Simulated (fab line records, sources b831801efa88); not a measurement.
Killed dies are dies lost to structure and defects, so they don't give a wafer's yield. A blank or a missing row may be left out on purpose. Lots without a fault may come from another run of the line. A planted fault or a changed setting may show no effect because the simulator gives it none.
fab line records | flow sky130
record lots=11 wafers=30 last_day=49
route steps=708 shown LDD_LDN@301 SPACER@306 SD_N@356 SD_P@359 LI_CONTACT@381 PAD_OPEN@708
lots that met no fault: from a run of the same line without faults
start_h: hours from the record's first day to the start of the lot's first wafer shown | wait_h: hours since the lot's step before | " the same as in the row above | L1.1+2: a row that stands for several wafers | - no value, or no start given | * or withheld: withheld | < > ~ a bound
route shown NAME@n: a module of which the file shows steps, and the number in the route of the first | usual: mean/standard deviation of fault-free wafers | same: alike in all rows | chamber/n: place in a boat | sites: the reading at each site | _std_site: their standard deviation | _edge_site: outer sites' mean less inner sites' | radius_mm: how far each site lies from the wafer's centre | mask NAME#n: copy n | behind: the tool/chamber that last shaped the wafer | hold: why the lot was held/for how many hours/how that ended | device: the transistor (n, p or np) that didn't switch | end of line: the same wafers' tests at the end of the route | a step without rows: its recipe alone | killed: dies lost to structure and defects at the first sort, not the wafer's yield | map: a wafer's dies, x killed, . not, _ none there
set.NAME: the setting as run; set.NAME@STEP: as run at that earlier step | model.NAME: the simulator's own value behind a step, which no gauge read
steps of the route over a sample of lots; a table a step, a row a wafer
services: from which hour (start_h, from the record's first day; less than 0 if before it) a tool's chamber was out of use, for how many hours, and why
## steps
# step SKY_LDD_LDN_STRIP_12
# recipe chemistry=O2/N2 power_w=1400 pressure_mtorr=1500 platen_temp_c=withheld o2_flow_sccm=3000 n2_flow_sccm=300 overash_fraction=0.5
# usual chamber_pressure_mTorr=1500.2/1.3 drypump_motor_current_A=5.8/0.49 n2_flow_sccm=300.0/0.88 oes_product_au=0.715/0.0049 strip_time_to_endpoint_s=14.19/0.042
# columns lot.wafer tool chamber start_h wait_h chamber_pressure_mTorr drypump_motor_current_A n2_flow_sccm oes_product_au rf_hours_counter_h strip_time_to_endpoint_s
L657.1 plasma_asher-02 0 523.87 0.1 1498.9 6.6 299.5 0.724 73 14.13
L657.2 " 1 " " 1500.5 5.1 300.5 0.709 73 14.15
L657.5 " 0 " " 1503.8 6.6 299.4 0.715 - 14.14
L660.1 plasma_asher-02 0 557.96 0.1 1500.6 6.6 299.6 0.717 76 14.18
L660.4 " 1 " " 1500.0 5.1 299.2 0.716 - 14.18
L660.5 " 0 " " 1501.5 6.6 299.8 0.717 - 14.21
L662.2 plasma_asher-01 1 573.51 0.1 1500.4 5.6 299.7 0.716 83 14.24
L662.4 " 0 " " 1499.8 5.6 299.8 0.720 - 14.21
L662.6 " 0 " " 1501.8 5.7 299.2 0.715 - 14.23
L663.1 plasma_asher-03 1 583.36 0.1 1498.8 5.8 299.9 0.721 46 14.26
L663.2 " 0 " " 1499.1 6.2 301.8 0.707 46 14.30
L663.4 " 0 " " 1499.9 6.1 300.0 0.716 - 14.27
L667.2 plasma_asher-02 1 613.51 0.1 1498.4 5.1 300.5 0.716 82 14.23
L667.4 " 0 " " 1501.2 6.6 299.5 0.708 - 14.28
L667.6 " 1 " " 1501.1 5.1 300.6 0.717 - 14.22
L669.1 plasma_asher-03 1 627.52 0.1 1500.9 5.8 300.2 0.705 50 14.16
L669.4 " 0 " " 1499.0 6.3 299.2 0.718 - 14.19
L669.5 " 1 " " 1499.5 5.8 301.9 0.709 - 14.18
L670.2 plasma_asher-03 1 635.11 0.1 1501.4 5.8 301.3 0.716 51 14.23
L670.3 " 0 " " 1500.7 6.2 297.1 0.708 - 14.23
L670.5 " 1 " " 1500.9 5.7 302.4 0.722 - 14.22
L671.1 plasma_asher-03 1 650.82 0.1 1499.3 5.8 300.3 0.725 53 14.17
L671.3 " 1 " " 1499.6 5.8 298.7 0.719 - 14.10
L671.4 " 0 " " 1499.5 6.2 300.5 0.720 - 14.17
L672.2 plasma_asher-02 1 656.21 0.1 1500.0 5.1 298.9 0.713 84 14.26
L672.3 " 0 " " 1499.2 6.7 300.5 0.719 - 14.24
L672.4 " 1 " " 1499.0 5.1 300.6 0.717 - 14.27
L673.3 plasma_asher-03 1 668.10 0.1 1499.0 5.8 299.3 0.719 - 14.19
L673.6 " 0 " " 1498.9 6.2 299.2 0.715 - 14.15
L675.4 plasma_asher-03 0 671.19 0.1 1498.9 6.2 300.2 0.716 - 14.18
# step SKY_SPACER_ETCHBACK_02
# recipe chemistry=CH3F/O2 target=Si3N4 stop_on=SiO2 source_w=400 bias_w=80 pressure_mtorr=25 ch3f_flow_sccm=40 O2_flow_sccm=30 time_s=46.7 target_depth_a=450
# usual chamber_pressure_mTorr=25.000/0.019 drypump_motor_current_A=5.7/0.35 oes_product_au=0.852/0.0055 throttle_valve_pct=10.563/0.0089
# columns lot.wafer tool chamber start_h wait_h chamber_pressure_mTorr drypump_motor_current_A oes_product_au rf_hours_counter_h throttle_valve_pct
L657.1 rie_diel-01 2 525.39 0.1 24.993 5.1 0.847 6 10.578
L657.2 " 1 " " 24.988 5.1 0.850 40 10.574
L657.5 " 3 " " 25.004 6.0 0.848 - 10.564
L660.1 rie_diel-01 0 563.69 0.1 25.008 6.1 0.857 0 10.554
L660.4 " 3 " " 24.977 6.0 0.849 7 10.565
L660.5 " 3 " " 24.968 6.0 0.855 - 10.567
L662.2 rie_diel-03 2 574.99 0.0 24.985 5.9 0.861 36 10.573
L662.4 " 0 " " 25.013 5.9 0.851 - 10.557
L662.6 " 3 " " 25.031 5.5 0.854 - 10.562
L663.1 rie_diel-01 1 584.83 0.1 25.012 5.1 0.846 40 10.566
L663.2 " 2 " " 24.957 5.1 0.857 6 10.579
L663.4 " 3 " " 24.972 6.0 0.853 8 10.561
L667.2 rie_diel-03 1 614.98 0.0 24.995 4.9 0.859 0 10.575
L667.4 " 2 " " 25.011 5.9 0.843 37 10.568
L667.6 " 3 " " 24.972 5.5 0.860 - 10.554
L669.1 rie_diel-02 1 630.09 0.1 25.014 5.6 0.857 5 10.561
L669.4 " 3 " " 25.010 5.6 0.862 7 10.562
L669.5 " 1 " " 25.032 5.6 0.861 - 10.560
L670.2 rie_diel-03 2 636.59 0.0 25.010 5.9 0.849 38 10.570
L670.3 " 0 " " 24.985 5.9 0.856 3 10.565
L670.5 " 2 " " 25.003 5.9 0.853 - 10.563
L671.1 rie_diel-01 1 652.35 0.1 24.984 5.1 0.857 41 10.553
L671.3 " 2 " " 25.009 5.1 0.848 7 10.547
L671.4 " 0 " " 24.985 6.1 0.852 1 10.567
L672.2 rie_diel-01 0 658.29 0.0 24.990 6.1 0.845 2 10.557
L672.3 " 2 " " 24.998 5.1 0.849 7 10.568
L672.4 " 3 " " 24.989 6.0 0.843 9 10.566
L673.3 rie_diel-03 0 670.28 0.0 25.008 5.9 0.857 4 10.564
L673.6 " 0 " " 24.995 5.9 0.854 - 10.559
L675.4 rie_diel-02 0 673.90 0.0 24.998 6.1 0.852 9 10.568
# step SKY_SD_N_RTA_14
# recipe temp_c=1075 time_s=2 idle_temp_c=650 ramp_up_c_per_s=150 ramp_down_c_per_s=90 ambient=N2
# usual lamp_power_pct=15.74/0.052 ramp_up_c_per_s=150.00/0.028 wafer_temp_C_max=1078.1/1.5
# columns lot.wafer tool chamber start_h wait_h lamp_power_pct ramp_up_c_per_s wafer_temp_C_max
L657.1 rtp_anneal-02 0 644.79 0.0 15.73 149.98 1078.5
L657.2 " 0 " " 15.76 150.01 1078.6
L657.5 " 0 " " 15.74 150.00 1077.7
L660.1 rtp_anneal-01 0 680.16 0.0 15.78 149.99 1079.9
L660.4 " 0 " " 15.74 150.04 1077.9
L660.5 " 0 " " 15.73 150.00 1078.1
L662.2 rtp_anneal-01 0 691.56 0.0 15.71 150.03 1076.4
L662.4 " 0 " " 15.71 149.99 1077.7
L662.6 " 0 " " 15.76 150.00 1077.5
L663.1 rtp_anneal-02 0 701.65 0.0 15.68 150.05 1077.4
L663.2 " 0 " " 15.82 149.99 1078.8
L663.4 " 0 " " 15.69 150.03 1079.4
L667.2 rtp_anneal-02 0 730.81 0.0 15.69 150.02 1076.7
L667.4 " 0 " " 15.69 149.95 1078.0
L667.6 " 0 " " 15.74 150.00 1078.1
L669.1 rtp_anneal-02 0 744.71 0.0 15.82 149.93 1079.2
L669.4 " 0 " " 15.70 150.06 1077.7
L669.5 " 0 " " 15.76 150.03 1076.5
L670.2 rtp_anneal-01 0 750.41 0.0 15.69 149.95 1078.9
L670.3 " 0 " " 15.73 150.00 1080.7
L670.5 " 0 " " 15.81 150.04 1077.5
L671.1 rtp_anneal-02 0 765.64 0.0 15.67 149.99 1079.1
L671.3 " 0 " " 15.80 149.99 1077.6
L671.4 " 0 " " 15.66 150.06 1078.5
L672.2 rtp_anneal-01 0 771.41 0.0 15.70 149.99 1078.8
L672.3 " 0 " " 15.78 149.96 1077.4
L672.4 " 0 " " 15.72 149.99 1079.3
L673.3 rtp_anneal-02 0 781.88 0.0 15.85 150.04 1085.4
L673.6 " 0 " " 15.85 150.02 1085.8
L675.4 rtp_anneal-02 0 785.62 0.0 15.80 149.98 1084.5
# step SKY_SD_N_RS_MEAS_16
# recipe thk_meas_gauge=four-point-probe
# usual SD_N_RS=68.55/0.11
# columns lot.wafer tool chamber start_h wait_h SD_N_RS[ohm/sq]
L657.1 film_metro-02 - 644.96 0.1 68.39
L657.2 " - " " 68.50
L657.5 " - " " 68.59
L660.1 film_metro-01 - 680.33 0.1 68.57
L660.4 " - " " 68.55
L660.5 " - " " 68.48
L662.2 film_metro-02 - 691.74 0.1 68.48
L662.4 " - " " 68.47
L662.6 " - " " 68.61
L663.1 film_metro-02 - 701.83 0.1 68.54
L663.2 " - " " 68.53
L663.4 " - " " 68.71
L667.2 film_metro-02 - 731.04 0.1 68.48
L667.4 " - " " 68.44
L667.6 " - " " 68.45
L669.1 film_metro-02 - 744.89 0.1 68.43
L669.4 " - " " 68.54
L669.5 " - " " 68.38
L670.2 film_metro-02 - 750.59 0.1 68.63
L670.3 " - " " 68.64
L670.5 " - " " 68.69
L671.1 film_metro-02 - 765.81 0.1 68.61
L671.3 " - " " 68.49
L671.4 " - " " 68.49
L672.2 film_metro-01 - 771.60 0.1 68.69
L672.3 " - " " 68.70
L672.4 " - " " 68.75
L673.3 film_metro-01 - 782.08 0.1 67.50
L673.6 " - " " 67.51
L675.4 film_metro-01 - 785.83 0.1 67.62
# step SKY_SD_N_RS_MEAS_17
# recipe thk_meas_gauge=four-point-probe
# usual SD_P_RS=147.1/0.33
# columns lot.wafer tool chamber start_h wait_h SD_P_RS[ohm/sq]
L657.1 film_metro-02 - 645.08 0.1 146.6
L657.2 " - " " 146.8
L657.5 " - " " 146.6
L660.1 film_metro-01 - 680.45 0.1 147.0
L660.4 " - " " 147.1
L660.5 " - " " 147.1
L662.2 film_metro-02 - 691.86 0.1 147.5
L662.4 " - " " 147.6
L662.6 " - " " 146.5
L663.1 film_metro-02 - 701.95 0.1 147.2
L663.2 " - " " 146.6
L663.4 " - " " 147.0
L667.2 film_metro-02 - 731.16 0.1 147.4
L667.4 " - " " 147.1
L667.6 " - " " 147.3
L669.1 film_metro-02 - 745.01 0.1 146.6
L669.4 " - " " 147.2
L669.5 " - " " 147.2
L670.2 film_metro-02 - 750.71 0.1 147.2
L670.3 " - " " 147.1
L670.5 " - " " 147.9
L671.1 film_metro-02 - 765.93 0.1 147.1
L671.3 " - " " 147.1
L671.4 " - " " 147.0
L672.2 film_metro-01 - 771.72 0.1 147.0
L672.3 " - " " 147.4
L672.4 " - " " 147.2
L673.3 film_metro-01 - 782.20 0.1 141.2
L673.6 " - " " 141.3
L675.4 film_metro-01 - 785.95 0.1 141.5
# step SKY_LI_CONTACT_SPUTTER_19
# recipe material=Ti target_thk_nm=20 chamber_pressure_pa=5 power_w=2500 substrate_temp_c=200 time_s=106.37
# usual throttle_valve_pct=29.1/1
# columns lot.wafer tool chamber start_h wait_h throttle_valve_pct
L657.1 pvd_sputter-02 - 675.38 0.0 29.4
L657.2 " - " " 29.0
L657.5 " - " " 27.9
L660.1 pvd_sputter-01 - 710.50 0.0 30.0
L660.4 " - " " 29.0
L660.5 " - " " 28.5
L662.2 pvd_sputter-04 - 720.84 0.0 30.4
L662.4 " - " " 30.3
L662.6 " - " " 30.5
L663.1 pvd_sputter-01 - 731.10 0.0 28.4
L663.2 " - " " 27.7
L663.4 " - " " 29.6
L667.2 pvd_sputter-04 - 758.89 0.0 30.4
L667.4 " - " " 30.7
L667.6 " - " " 27.3
L669.1 pvd_sputter-01 - 774.17 0.0 28.5
L669.4 " - " " 29.6
L669.5 " - " " 27.8
L670.2 pvd_sputter-02 - 779.70 0.0 28.9
L670.3 " - " " 27.7
L670.5 " - " " 29.0
L671.1 pvd_sputter-01 - 793.40 0.0 28.4
L671.3 " - " " 29.6
L671.4 " - " " 29.1
L672.2 pvd_sputter-02 - 800.04 0.0 29.4
L672.3 " - " " 29.0
L672.4 " - " " 27.9
L673.3 pvd_sputter-02 - 809.45 0.0 29.0
L673.6 " - " " 27.8
L675.4 pvd_sputter-02 - 813.82 0.0 28.7
# step SKY_PAD_OPEN_PROBE_99
# usual killed_at_M0_to_M3=43/7.3 killed_at_M4_up=3.1/1.7 killed_at_contacts=25/5.3 killed_at_front_end=14/4.1 killed_at_other=0.3/0.56 killed_dies=85/9.4 killed_open=46/7.4 killed_short=38/5.8
# same gross_dies=492 killed_at_back_side=0
# columns lot.wafer tool chamber start_h wait_h killed_at_M0_to_M3 killed_at_M4_up killed_at_contacts killed_at_front_end killed_at_other killed_dies killed_open killed_short
L667.2 prober-01 - 1138.66 0.1 40 4 21 14 0 79 42 36
L667.4 prober-01 - 1138.76 0.2 46 1 23 18 1 89 41 48
L667.6 prober-01 - 1138.86 0.2 43 4 21 14 1 83 47 35
# killed by level:class
L667.2 LI_CONTACT:geometric_particle:open=10 VIA3:geometric_particle:open=7 VIA1:geometric_particle:short=7 CONTACT:geometric_particle:short=6 FIELD_ISO:geometric_particle:open=5 METAL1:geometric_particle:short=5 CONTACT:geometric_particle:open=5 VIA2:geometric_particle:open=5
L667.4 VIA1:geometric_particle:open=13 VIA1:geometric_particle:short=7 FIELD_ISO:geometric_particle:short=6 LI_CONTACT:geometric_particle:open=6 CONTACT:geometric_particle:open=6 POLY_GATE:geometric_particle:short=5 CONTACT:geometric_particle:short=5 VIA2:geometric_particle:short=5
L667.6 CONTACT:geometric_particle:open=9 VIA1:geometric_particle:open=8 VIA2:geometric_particle:open=7 METAL1:geometric_particle:short=7 METAL2:geometric_particle:short=7 FIELD_ISO:geometric_particle:open=5 LI_CONTACT:geometric_particle:open=5 VIA1:geometric_particle:short=5
## services
# columns tool chamber start_h hours kind
rie_diel-01 - 527.11 14.6 pm
pvd_sputter-04 - 555.72 1.7 repair
rtp_anneal-01 - 562.70 52.0 pm
plasma_asher-03 - 589.92 9.5 repair
plasma_asher-03 - 596.00 1.1 repair
pvd_sputter-01 - 612.61 5.2 repair
pvd_sputter-02 - 614.21 0.8 repair
rie_diel-03 - 615.10 1.7 repair
plasma_asher-02 - 625.77 25.5 repair
rie_diel-03 1 640.38 34.0 repair
rie_diel-01 0 681.68 3.2 repair
rie_diel-03 - 690.27 0.7 repair
plasma_asher-02 - 691.11 3.1 repair
pvd_sputter-02 - 696.52 2.6 repair
rtp_anneal-01 - 700.45 2.7 pm
pvd_sputter-01 - 702.01 3.4 repair
plasma_asher-02 - 711.83 2.7 repair
rie_diel-01 0 748.79 12.0 repair
rtp_anneal-02 - 748.81 4.7 pm
plasma_asher-03 - 753.02 3.6 repair
plasma_asher-02 - 772.49 0.9 repair
pvd_sputter-01 - 778.26 2.4 repair
pvd_sputter-02 - 792.97 1.8 repair
rie_diel-01 1 798.60 3.1 repair
## key
first_sign step=SKY_SD_N_RTA_14 reading=wafer_temp_C_max direction=up sigmas=4.9 usual=* struck=*
effect step=SKY_SD_N_RS_MEAS_16 reading=SD_N_RS direction=down sigmas=8.8 usual=68.55 struck=67.54
effect step=SKY_SD_N_RS_MEAS_17 reading=SD_P_RS direction=down sigmas=18 usual=147.1 struck=141.3
met_at SKY_SD_N_RTA_14
struck_lots L673,L675
tester_left_out L673,L675
not_acting_at SKY_LDD_LDN_STRIP_12,SKY_SPACER_ETCHBACK_02,SKY_LI_CONTACT_SPUTTER_19
onset_between 765.64 781.88
fault kind=process_parameter_drift tool=rtp_anneal-02 chamber=- onset_h=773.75 steps=SKY_SD_N_RTA_14 channel=temp_c offset=* shape=step end_h=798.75 acts_in=* stated=*
# tester_left_out: of these lots the tester's yield and bins aren't shown, on N5 and GAA mostly nor the transistor test; their killed dies are dies lost to structure and defects alone, not to doping, threshold or leakage, so they don't give the yield
